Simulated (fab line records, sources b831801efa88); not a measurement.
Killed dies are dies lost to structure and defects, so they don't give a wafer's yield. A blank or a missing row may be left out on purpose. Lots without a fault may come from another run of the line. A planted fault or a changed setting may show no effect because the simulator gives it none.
A struck lot beside a sound one | flow sfq_line | 15 steps out of a route of 325
Sound: wafers L451.2, L451.3, L451.6. Struck: wafer L457.2. (L457.3 of the same lot was not struck and is left out.) The cause comes at the end.
At each step with rows: each side's tool, then ch and its chambers, then its first start. Under that, the readings that differ: sound wafers | struck wafers | difference of the means | sigmas: that difference in standard deviations of wafers without a fault.
alike: readings whose means differ by less than 2 such deviations, and words and numbers that are the same on both sides. not compared: withheld readings, readings that some wafer has no value for, bounds like >300 that may hide the same value, and numbers for which the record gives no deviation and whose values overlap.
The two part at a step that has a row with sigmas, a row that says differs or no value, or rows on one side only. Numbers that don't overlap but have no deviation are shown without sigmas and don't part them. A reading that every wafer of one side lacks parts them only if that side has two wafers or more.

first, 1 step without rows for these wafers: SFQ_TRILAYER_M3_STRIP_SOLV_CLEAN_080 (cleans in NMP, time 600 s).
SFQ_TRILAYER_I3_DEP_PECVD_081: deposits SiO2 from SiH4/N2O, time 111.11 s, target thk 500 nm.
  sound on pecvd-03 ch 1,2, day 28 23:28; struck on pecvd-03 ch 2, day 33 12:31
  alike: heater_power_w, throttle_valve_pct
SFQ_TRILAYER_I3_CMP_CMP_082: polishes SiO2.
  sound on cmp-01 ch 1,3, day 29 03:41; struck on cmp-01 ch 2, day 34 09:35
  alike: motor_current_A, time_to_endpoint_s
SFQ_I3_BOW_MEAS_922:
  sound on film_metro-01, day 29 06:12; struck on film_metro-01, day 34 11:37
  alike: I3_BOW
SFQ_TRILAYER_I3_METRO_MEASURE_083:
  sound on film_metro-01, day 29 06:30; struck on film_metro-01, day 34 11:55
  alike: thk_nm
then, 6 steps without rows for these wafers: SFQ_TRILAYER_I3_VIA_LITHO_COAT_090 (resist thk 62 nm); SFQ_TRILAYER_I3_VIA_LITHO_COAT_085 (resist thk 650 nm); SFQ_TRILAYER_I3_VIA_LITHO_SOFTBAKE_089; SFQ_TRILAYER_I3_VIA_LITHO_EXPOSE_086 (exposes mask I3, target cd 500 nm); SFQ_TRILAYER_I3_VIA_LITHO_PEB_088 (peb time 60 s); SFQ_TRILAYER_I3_VIA_LITHO_DEVELOP_087 (time 60 s).
-- the record jumps here: 6 days lie between the struck wafers' starts before and after --
SFQ_I3_OVL_MEAS_923:
  sound on overlay-01, day 35 09:59; struck on overlay-02, day 40 01:32
  alike: I3_OVL
SFQ_TRILAYER_I3_VIA_BARC_OPEN_VIA_ETCH_121: etches BARC in O2, target depth 125 nm, time 41.7 s.
  sound on rie_diel-04 ch 1,3, day 35 10:01; struck on rie_diel-02 ch 0, day 40 01:34
  reading                                                 | sound             | struck | difference | sigmas
  drypump_motor_current_A (A)                             | 4.9 5.6 4.8       | 6.3    | +1.2       | +3
  oes_product_au (a.u.)                                   | 0.683 0.689 0.681 | 0.642  | -0.042     | -9
  run_length_s (s)                                        | 70.0 70.2 70.7    | 77.0   | +6.7       | +18
  model.KrF_of_TRILAYER_I3_VIA_LITHO_COAT_085.thk_nm (nm) | 570 571 573.3     | 561.3  | -10.1      |
  not compared: rf_hours_counter_h
SFQ_TRILAYER_I3_VIA_ETCH_VIA_ETCH_088: etches SiO2 in CHF3, stops on Nb, target depth 260 nm.
  sound on rie_diel-04 ch 1,3, day 35 10:03; struck on rie_diel-02 ch 0, day 40 01:37
  reading                                                 | sound           | struck | difference | sigmas
  drypump_motor_current_A (A)                             | 4.8 5.6 4.8     | 6.4    | +1.3       | +3
  model.KrF_of_TRILAYER_I3_VIA_LITHO_COAT_085.thk_nm (nm) | 525.6 526 528.3 | 516.8  | -9.8       |
  alike: oes_product_au
SFQ_TRILAYER_I3_VIA_STRIP_STRIP_089: strips in O2.
  sound on rie_metal-02 ch 0,1, day 35 10:10; struck on rie_metal-01 ch 1, day 40 01:43
  alike: drypump_motor_current_A, oes_product_au
  not compared: rf_hours_counter_h

WHERE THEY PART
First at SFQ_TRILAYER_I3_VIA_BARC_OPEN_VIA_ETCH_121; last, within this record, at SFQ_TRILAYER_I3_VIA_ETCH_VIA_ETCH_088. Later steps at which nothing parts them and some readings are alike: SFQ_TRILAYER_I3_VIA_STRIP_STRIP_089.

WHY: what the simulator had put in
Process parameter drift: rie_diel-02, from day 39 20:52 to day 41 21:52, at SFQ_TRILAYER_I3_VIA_BARC_OPEN_VIA_ETCH_121. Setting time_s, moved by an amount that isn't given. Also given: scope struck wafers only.
